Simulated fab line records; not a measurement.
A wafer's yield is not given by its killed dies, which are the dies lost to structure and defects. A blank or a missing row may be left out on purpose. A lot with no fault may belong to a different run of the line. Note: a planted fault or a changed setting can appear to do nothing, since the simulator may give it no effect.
The tool behind it: which one?	flow sky130	10 lots with 29 wafers sampled at 6 steps, on a route of 708 steps

== WHAT THE GAUGES READ, wafer by wafer ==
SKY_METAL2_THK_MEAS_06: measures by xrf. Usual: for METAL2_ALCU_THK the level is 247.6 nm and the standard deviation is 2.6.
lot	measured	on	METAL2_ALCU_THK (nm)	flag
L583	day 33 12:26	filmMetro-02	244.4 245.9 247.3	
L584	day 34 02:52	filmMetro-02	245.9 252.0 247.6	
L586	day 36 04:07	filmMetro-04	242.4 243.3 241.3	
L587	day 36 05:22	filmMetro-04	248.8 249.9 248.1	
L590	day 36 08:10	filmMetro-04	242.9 245.1 242.6	
L593	day 37 00:54	filmMetro-04	249.0 248.5 247.0	
L594	day 37 10:14	filmMetro-03	245.5 245.9 247.8	
L601	day 39 20:23	filmMetro-04	252.4 253.3 255.4	
L600	day 39 23:22	filmMetro-04	248.5 246.4	
L602	day 40 06:52	filmMetro-04	247.0 248.8 249.8	

SKY_METAL2_CD_MEAS_15: target cd 140 nm. Usual: cdNm reads 139.8 nm (standard deviation 1.6).
lot	measured	on	cdNm (nm)	flag
L583	day 34 15:44	cdSem-02	139.2 138.4 138.5	
L584	day 35 05:56	cdSem-02	139.2 138.1 138.0	
L586	day 37 05:55	cdSem-01	140.6 141.0 140.4	
L587	day 37 07:09	cdSem-02	139.5 138.4 139.5	
L590	day 37 10:21	cdSem-02	139.5 140.0 139.6	
L593	day 38 03:14	cdSem-02	138.4 140.0 139.8	
L594	day 38 12:28	cdSem-01	141.1 141.3 140.1	
L601	day 40 21:18	cdSem-01	141.4 140.4 141.5	
L600	day 40 23:44	cdSem-01	141.5 142.3	
L602	day 41 07:48	cdSem-01	139.2 137.6 137.4	

SKY_CAP2M_RS_MEAS_03: measures by four-point-probe. Usual: for CAP2M_TIN_RS the level is 6.89 ohm/sq and the standard deviation is 0.065.
lot	measured	on	CAP2M_TIN_RS (ohm/sq)	flag
L583	day 39 07:18	filmMetro-04	6.86 6.88 6.91	
L584	day 39 21:16	filmMetro-03	6.92 6.95 6.92	
L586	day 41 17:22	filmMetro-03	6.87 6.90 6.88	
L587	day 41 18:44	filmMetro-04	6.86 6.74 6.77	
L590	day 41 21:34	filmMetro-03	6.86 6.77 6.90	
L593	day 42 11:59	filmMetro-03	6.96 7.02 6.92	
L594	day 42 21:01	filmMetro-03	6.86 6.89 6.86	
L601	day 45 00:57	filmMetro-04	6.82 6.93 6.84	
L600	day 45 04:21	filmMetro-04	6.95 8.17	OFF
L602	day 45 10:41	filmMetro-02	6.90 8.08 6.88	OFF

SKY_CAP2M_THK_MEAS_04: measures by xrf. Usual: for CAP2M_TIN_THK the level is 198.9 nm and the standard deviation is 2.1.
lot	measured	on	CAP2M_TIN_THK (nm)	flag
L583	day 39 07:25	filmMetro-04	200.6 201.2 200.6	
L584	day 39 21:23	filmMetro-03	197.0 196.7 196.3	
L586	day 41 17:29	filmMetro-03	199.2 199.0 199.5	
L587	day 41 18:50	filmMetro-04	199.3 202.8 201.9	
L590	day 41 21:41	filmMetro-03	199.9 201.9 197.8	
L593	day 42 12:07	filmMetro-03	196.3 194.4 198.2	
L594	day 42 21:08	filmMetro-03	199.0 199.4 199.0	
L601	day 45 01:04	filmMetro-04	201.3 198.4 200.0	
L600	day 45 04:27	filmMetro-04	196.3 168.7	OFF
L602	day 45 10:49	filmMetro-02	198.7 170.1 199.5	OFF

== WHAT TOOL EACH LOT RAN ON (gives the tool, then ch and the chambers of the sampled wafers, and finally the start) ==
lot	SKY_METAL2_METAL_ETCH_19	SKY_CAP2M_SPUTTER_02
L583	rieMetal-02 ch 0,1, day 34 15:59	pvdSputter-04, day 39 07:11
L584	rieMetal-03 ch 0,1, day 35 06:11	pvdSputter-01, day 39 21:10
L586	rieMetal-04 ch 0,1, day 37 06:11	pvdSputter-01, day 41 17:14
L587	rieMetal-02 ch 0,1, day 37 07:23	pvdSputter-03, day 41 18:36
L590	rieMetal-02 ch 0,1, day 37 10:35	pvdSputter-01, day 41 21:27
L593	rieMetal-02 ch 0,1, day 38 03:30	pvdSputter-01, day 42 11:53
L594	rieMetal-03 ch 0,1, day 38 12:42	pvdSputter-01, day 42 20:53
L601	rieMetal-02 ch 0, day 40 21:33	pvdSputter-04, day 45 00:49
L600	rieMetal-02 ch 1, day 40 23:59	pvdSputter-01, day 45 04:12
L602	rieMetal-04 ch 0,1, day 41 08:03	pvdSputter-01, day 45 10:35
- SKY_METAL2_METAL_ETCH_19: etches the open film in Cl2/BCl3, stops on SiO2, target depth 360 nm, time 78 s.
- SKY_CAP2M_SPUTTER_02: material TiN, target thk 200 nm, time 166.7 s.

== WHAT THE TOOLS THEMSELVES READ (means of the sampled wafers that have a number; where no wafer has one, the mark that the record gives instead) ==
SKY_METAL2_METAL_ETCH_19. Usual: drypumpMotorCurrentA 5.9 A, standard deviation 0.37; oesProductAu 0.856 a.u., standard deviation 0.006; throttleValvePct 22.264 %, standard deviation 0.0095.
lot	tool	drypumpMotorCurrentA (A)	oesProductAu (a.u.)	throttleValvePct (%)	flag
L583	rieMetal-02	5.7	0.855	22.263	
L584	rieMetal-03	6.0	0.854	22.270	
L586	rieMetal-04	5.8	0.850	22.262	
L587	rieMetal-02	5.7	0.860	22.261	
L590	rieMetal-02	5.7	0.852	22.256	
L593	rieMetal-02	5.7	0.856	22.277	
L594	rieMetal-03	6.0	0.854	22.262	
L601	rieMetal-02	5.7	0.854	22.266	
L600	rieMetal-02	5.7	0.853	22.266	
L602	rieMetal-04	5.8	0.861	22.264	

SKY_CAP2M_SPUTTER_02. Usual: substrateTempC 300.02 C, standard deviation 0.17; throttleValvePct 29.7 %, standard deviation 1.
lot	tool	substrateTempC (C)	throttleValvePct (%)	flag
L583	pvdSputter-04	300.13	31.0	
L584	pvdSputter-01	300.00	29.4	
L586	pvdSputter-01	300.06	29.3	
L587	pvdSputter-03	300.07	28.8	
L590	pvdSputter-01	299.89	30.1	
L593	pvdSputter-01	300.01	29.3	
L594	pvdSputter-01	300.12	29.4	
L601	pvdSputter-04	299.98	31.0	
L600	pvdSputter-01	300.04	30.1	
L602	pvdSputter-01	299.93	28.9	

== THE ANSWER, worked out from the rows above alone ==
Rule: a lot counts as off when the mean over its wafers that have a number is more than 3 standard deviations away from the usual mean. Also off: a lot with no number at a reading for which 4 or more lots have one. Where the step has rows for the other lots, those lots are counted as sound. The gauges are gone through in route order, then the tools' own readings, and for those a lot's mean is taken as printed above. The first step at which some lot is off is used, and at that step the reading that is off furthest; a lot without a number counts as furthest.
Off: at SKY_CAP2M_RS_MEAS_03 (CAP2M_TIN_RS), L600, L602.
If a tool, at a process step before that reading, ran all the lots that are off and no sound lot after the first of them, it fits. Gauges at SKY_CAP2M_RS_MEAS_03: tried the same way as those tools. One fits: SKY_CAP2M_SPUTTER_02 on pvdSputter-01. A fault onset in the window from L594 (day 42 20:53, its last sound lot) to L600 (day 45 04:12, its first lot off) fits.

== WHAT HAD BEEN PUT IN BY THE SIMULATOR ==
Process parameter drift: pvdSputter-01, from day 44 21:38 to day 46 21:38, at SKY_CAP2M_SPUTTER_02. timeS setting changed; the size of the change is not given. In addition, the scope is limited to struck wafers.
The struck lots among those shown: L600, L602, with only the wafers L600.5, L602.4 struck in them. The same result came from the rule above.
